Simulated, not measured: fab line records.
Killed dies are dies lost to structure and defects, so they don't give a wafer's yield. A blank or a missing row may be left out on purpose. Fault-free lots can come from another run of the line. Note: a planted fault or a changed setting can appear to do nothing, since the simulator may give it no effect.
Problem report, 8D (eight disciplines) form, completed by code :: flow sky130 :: the parts of the form that need people (team, actions taken, sign-off) are left out

== 1. WHAT IS WRONG ==
Wafers without a fault read 1489 W, standard deviation 4.8; rf_fwd_power_W at SKY_VIA2_ETCH_15 reads a mean of 1251 W on 5 wafers belonging to 2 lots. That is -50 standard deviations from the usual mean.
The step: etches SiO2 in C4F8/O2/Ar, stops on TiN, target depth 546 nm, time 84 s.
First observed at day 37 14:25: wafer L488.3, on rie_diel-04. The record holds 29 wafers of 10 lots with a number at this step. Rule for "out", or "out of limits": more than 4 standard deviations from the usual mean. All remaining wafers that have a number are taken as sound.

== 2. WHAT IT IS AND WHAT IT IS NOT ==
question: which readings at this step
is: rf_fwd_power_W
is not: -

question: which lots
is: L488, L493
is not: L484, L486, L487, L501, L504, L505, L506, L507

question: which wafers of those lots
is: all that have a number
is not: -

question: read on which tools
is: rie_diel-04
is not: rie_diel-01, rie_diel-02

question: when
is: from day 37 14:25
is not: up to then (9 sound wafers); but 15 sound wafers of L501, L504, L505, L506, L507 came after

== 3. SUSPECTS, AND WHAT RULES EACH OUT ==
Counting: a tool at any process step up to the reading remains a suspect when it ran all the lots that are out and ran no sound lot after the first of those.
- rie_diel-04 at SKY_VIA2_ETCH_15 (etches SiO2 in C4F8/O2/Ar, stops on TiN, target depth 546 nm, time 84 s): ruled out as a lasting fault. Following L488 (day 37 14:25), the first lot on it that is out, the sound lots L504, L507 were run on it.
Left after counting: nothing in the record.

== 4. THE CAUSE (what the simulator had put in) ==
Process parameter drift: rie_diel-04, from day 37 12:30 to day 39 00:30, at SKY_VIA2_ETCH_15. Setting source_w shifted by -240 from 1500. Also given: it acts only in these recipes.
Counting ruled it out, wrongly.

== 5. SEQUENCE OF EFFECTS, ordered by route ==
Each row: a reading where the mean over the struck wafers with a number is more than 3 standard deviations away from the usual. Readings are gone through only where the record gives a usual standard deviation; hours: the median, over the lots, of the time from a lot's start at the first step in this table giving one to that lot's start at this step; sigmas: the change measured in usual standard deviations.
hours: 0
step: SKY_VIA2_ETCH_15
reading: rf_fwd_power_W
usual: 1489 W
on struck wafers: 1251
change: -238
sigmas: -50

hours: 0
step: SKY_VIA2_STRIP_16
reading: strip_time_to_endpoint_s
usual: 4.071 s
on struck wafers: 4.148
change: +0.077
sigmas: +4.0
The process steps in it:
- SKY_VIA2_ETCH_15: etches SiO2 in C4F8/O2/Ar, stops on TiN, target depth 546 nm, time 84 s.
- SKY_VIA2_STRIP_16: strips in O2/N2.
At these later measuring or inspecting steps, every struck wafer for which the step has a row has a number for every such reading, and none has moved that far: SKY_CAPM_OVL_MEAS_12.

== 6. HOW IT WOULD HAVE BEEN CAUGHT EARLIER ==
2 hours passed between the start of the fault at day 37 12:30 and the first reading out of limits in this record, taken at day 37 14:25.
